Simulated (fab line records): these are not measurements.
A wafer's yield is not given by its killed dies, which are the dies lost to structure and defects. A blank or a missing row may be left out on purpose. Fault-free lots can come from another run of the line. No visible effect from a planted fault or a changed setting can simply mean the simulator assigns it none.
Struck lot and sound lot, side by side / flow sky130 / 22 out of 708 route steps
Sound: the wafers L146.1, L146.3, L146.5. Wafers struck: L159.2, L159.4, L159.6. The cause is named last.
For every step that has rows: the tool of each side, followed by ch and its chambers, followed by its first start. Under that, the readings that differ: sound wafers / struck wafers / difference of the means / sigmas: that difference in standard deviations of wafers without a fault.
alike: readings whose means differ by less than 2 such deviations, and words and numbers that are the same on both sides. not compared: withheld readings, readings that some wafer has no value for, bounds like >300 that may hide the same value, and numbers for which the record gives no deviation and whose values overlap.
Wherever a step has rows on one side only, a row that says differs or no value, or a row with sigmas, the two part there. Numbers that don't overlap but have no deviation are shown without sigmas and don't part them. A reading that every wafer of one side lacks parts them only if that side has two wafers or more.

SKY_POLY_GATE_THK_MEAS_21:
  struck on film metro-02, day 26 04:53; sound on film metro-03, day 19 04:17
  alike: POLY_GATE_OXIDATION_THK
SKY_POLY_GATE_CD_MEAS_22:
  struck on cd sem-02, day 26 04:58; sound on cd sem-02, day 19 04:21
reading=cd nm (nm); sound=147.3 150.4 146.8; struck=155.2 152.4 154.8; difference=+6.0; sigmas=+2
then, 7 steps without rows for these wafers: SKY_LDD_N_DEHYDRATE_00 (time 60 s); SKY_LDD_N_HMDS_01 (prime time 60 s); SKY_LDD_N_COAT_02 (resist thk 300 nm); SKY_LDD_N_SOFTBAKE_03 (time 60 s); SKY_LDD_N_EXPOSE_04 (exposes mask NTM, target cd 840 nm); SKY_LDD_N_PEB_05; SKY_LDD_N_DEVELOP_06 (develop time 60 s).
SKY_LDD_N_OVL_MEAS_07:
  struck on overlay-01, day 27 10:26; sound on overlay-01, day 20 11:49
  alike: LDD_N_OVL
then, 2 steps without rows for these wafers: SKY_LDD_N_IMPLANT_08; SKY_LDD_N_IMPLANT_09.
SKY_LDD_N_IMPLANT_10:
  sound on implanter-02 ch 0, day 20 12:10; struck on implanter-02 ch 0, day 27 10:47
reading=beam on s (s); sound=9.79 10.06 9.86; struck=45.41 46.67 46.72; difference=+36.36; sigmas=+99 or more
reading=dose ions cm2; sound=7.494e+13 7.495e+13 7.501e+13; struck=4.4234e+14 4.4214e+14 4.4219e+14; difference=+3.6726e+14; sigmas=+99 or more
reading=faraday current uA; sound=432 420 429; struck=549 534 533; difference=+112; sigmas=+14
  alike: beam energy keV
then, 5 steps without rows for these wafers: SKY_LDD_N_IMPLANT_11; SKY_LDD_N_IMPLANT_12; SKY_LDD_N_IMPLANT_13; SKY_LDD_N_IMPLANT_14; SKY_LDD_N_IMPLANT_15.
SKY_LDD_N_STRIP_16: strips in O2/N2.
  sound on plasma asher-01 ch 0,1, day 20 13:04; struck on plasma asher-02 ch 0, day 27 11:40
reading=strip time to endpoint s (s); sound=4.303 4.310 4.306; struck=5.212 5.205 5.220; difference=+0.906; sigmas=+60
  alike: drypump motor current A, oes product au
  not compared: rf hours counter h
SKY_LDD_N_TW_MEAS_17:
  struck on film metro-04, day 27 11:46; sound on film metro-04, day 20 13:10
reading=LDD_N_TW; sound=2570 2567 2556; struck=2905 2900 2905; difference=+339; sigmas=+10
then, 1 step without rows for these wafers: SKY_LDD_P_DEHYDRATE_00 (time 60 s).
-- record jumps: 25 days separate the struck wafers' starts on either side; left off in module LDD_P, taken up again in module PAD_OPEN, whose first shown step is the route's number 708 --
SKY_PAD_OPEN_PROBE_99:
  struck on prober-01, day 52 15:59; sound on prober-01, day 48 11:54
reading=model.etest.tip n.rs ohm sq; sound=442.1 440.4 437.9; struck=288.3 288.1 289.3; difference=-151.6; sigmas=
reading=model.etest.nfet_01v8.r on ohm um; sound=834.1 852 831.2; struck=804.3 774.8 785.1; difference=-51.0; sigmas=
reading=model.etest.nfet_01v8_turned.drive ua um; sound=496.4 489.2 494.2; struck=548.4 565.6 551.9; difference=+62.0; sigmas=
reading=model.etest.nfet_01v8_swapped.drive ua um; sound=491.4 483.9 501.6; struck=544.7 557.6 545.8; difference=+57.1; sigmas=
reading=model.etest.nfet_01v8_lvt.drive ua um; sound=564.8 549.9 570.5; struck=610.6 622.8 611.1; difference=+53.1; sigmas=
reading=model.etest.nfet_01v8.drive ua um; sound=492.4 483.5 491.2; struck=535.9 542.4 533.9; difference=+48.4; sigmas=
reading=model.etest.sram nfet pass.drive ua um; sound=471.9 481.6 488; struck=513.9 534.7 525.5; difference=+44.2; sigmas=
  alike: killed_at_M0_to_M3, killed_at_M4_up, killed at contacts, killed at front end, killed at other, killed dies, killed open, killed short
  not compared: model.etest.tip n.rs ohm sq range

== WHERE THEY PART ==
Last at SKY_LDD_N_TW_MEAS_17 as far as this record goes, first at SKY_POLY_GATE_CD_MEAS_22. Later steps at which nothing parts them and some readings are alike: SKY_PAD_OPEN_PROBE_99.

WHY: whatever the simulator had introduced
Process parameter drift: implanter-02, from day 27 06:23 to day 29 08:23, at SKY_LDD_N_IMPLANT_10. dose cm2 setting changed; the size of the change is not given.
